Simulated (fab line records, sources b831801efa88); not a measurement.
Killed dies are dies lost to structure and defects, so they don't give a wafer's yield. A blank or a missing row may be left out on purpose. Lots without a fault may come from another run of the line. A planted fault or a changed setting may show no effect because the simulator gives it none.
A struck lot beside a sound one | flow gf180mcu | 21 steps out of a route of 602
Sound: wafers L441.4, L441.5, L441.6. Struck: wafers L450.4, L450.5. The cause comes at the end.
At each step with rows: each side's tool, then ch and its chambers, then its first start. Under that, the readings that differ: sound wafers | struck wafers | difference of the means | sigmas: that difference in standard deviations of wafers without a fault.
alike: readings whose means differ by less than 2 such deviations, and words and numbers that are the same on both sides. not compared: withheld readings, readings that some wafer has no value for, bounds like >300 that may hide the same value, and numbers for which the record gives no deviation and whose values overlap.
The two part at a step that has a row with sigmas, a row that says differs or no value, or rows on one side only. Numbers that don't overlap but have no deviation are shown without sigmas and don't part them. A reading that every wafer of one side lacks parts them only if that side has two wafers or more.

first, 1 step without rows for these wafers: GF_SALICIDE_WET_ETCH_07 (etches the open film in SPM, target depth 120 nm).
GF_SALICIDE_RTA_08: time 30 s.
  sound on rtp_anneal-01 ch 0, day 16 11:32; struck on rtp_anneal-02 ch 0, day 19 17:34
  reading            | sound          | struck    | difference | sigmas
  lamp_power_pct (%) | 16.3 16.3 16.3 | 17.5 17.5 | +1.2       | +2
  alike: wafer_temp_C_max
then, 1 step without rows for these wafers: GF_CONTACT_CVD_00 (deposits SiO2, target thk 300 nm, time 50 s).
GF_CONTACT_THK_MEAS_01:
  sound on film_metro-01, day 16 11:40; struck on film_metro-04, day 19 17:44
  alike: CONTACT_CVD_00_THK
GF_CONTACT_CVD_02: deposits SiO2 from TEOS, target thk 860 nm, time 95.992 s.
  sound on pecvd-01 ch 0,1,2, day 16 11:43; struck on pecvd-04 ch 1,2, day 19 17:48
  alike: heater_power_w
  not compared: since_wet_clean_h
GF_CONTACT_THK_MEAS_03:
  sound on film_metro-04, day 16 11:47; struck on film_metro-04, day 19 17:52
  alike: CONTACT_CVD_02_THK
GF_CONTACT_CMP_04: polishes SiO2.
  sound on cmp-01 ch 1,2, day 16 11:52; struck on cmp-02 ch 0,2, day 19 17:59
  alike: motor_current_A, slurry_filter_dp_kPa, time_to_endpoint_s
GF_CONTACT_BOW_MEAS_05:
  sound on film_metro-03, day 16 12:11; struck on film_metro-04, day 19 18:15
  alike: CONTACT_BOW
then, 4 steps without rows for these wafers: GF_CONTACT_DEHYDRATE_06 (time 60 s); GF_CONTACT_HMDS_07 (prime time 60 s); GF_CONTACT_COAT_08; GF_CONTACT_COAT_09 (resist thk 1000 nm).
GF_CONTACT_SOFTBAKE_10: time 60 s.
  sound on litho_track-03 ch 0, day 16 23:00; struck on litho_track-04 ch 0, day 20 05:00
  reading                  | sound             | struck        | difference | sigmas
  heater_power_total_W (W) | 93.12 93.00 93.09 | 100.02 100.15 | +7.02      | +99 or more
  run_length_s (s)         | 88.99 89.04 88.83 | 77.17 77.09   | -11.82     | -49
then, 3 steps without rows for these wafers: GF_CONTACT_EXPOSE_11 (exposes mask Contact, target cd 220 nm); GF_CONTACT_PEB_12 (peb time 90 s); GF_CONTACT_DEVELOP_13 (develop time 60 s).
GF_CONTACT_CD_MEAS_14: target cd 220 nm.
  sound on cd_sem-02, day 17 11:35; struck on cd_sem-02, day 20 18:17
  reading    | sound             | struck      | difference | sigmas
  cd_nm (nm) | 221.1 218.9 220.1 | 217.1 215.0 | -4.0       | -2
GF_CONTACT_OVL_MEAS_15:
  sound on overlay-02, day 17 11:40; struck on overlay-02, day 20 18:22
  reading          | sound | struck | difference | sigmas
  CONTACT_OVL (nm) | 7 9 8 | -4 -4  | -12        | -2
GF_CONTACT_ETCH_16: etches BARC in N2/H2.
  sound on rie_diel-03 ch 2,3, day 17 11:41; struck on rie_diel-02 ch 0,1, day 20 18:25
  reading                  | sound             | struck    | difference | sigmas
  model.CONTACT.cd_nm (nm) | 221.3 218.6 220.7 | 216.6 216 | -3.9       |
  alike: drypump_motor_current_A, oes_product_au, throttle_valve_pct
GF_CONTACT_ETCH_17: etches SiO2 in C4F8/O2/Ar, stops on CoSi2, target depth 860 nm.
  sound on rie_diel-03 ch 2,3; struck on rie_diel-02 ch 0,1
  alike: oes_product_au
-- the record jumps here: 11 days lie between the struck wafers' starts before and after (it left off in module CONTACT and takes up again in module PASSIVATION, whose first step shown is number 602 of the route) --
GF_PASSIVATION_PROBE_99:
  the record has rows for the struck wafers here (prober-01, day 32 03:28) and none for the sound ones

WHERE THEY PART
First at GF_SALICIDE_RTA_08; last, within this record, at GF_PASSIVATION_PROBE_99.

WHY: what the simulator had put in
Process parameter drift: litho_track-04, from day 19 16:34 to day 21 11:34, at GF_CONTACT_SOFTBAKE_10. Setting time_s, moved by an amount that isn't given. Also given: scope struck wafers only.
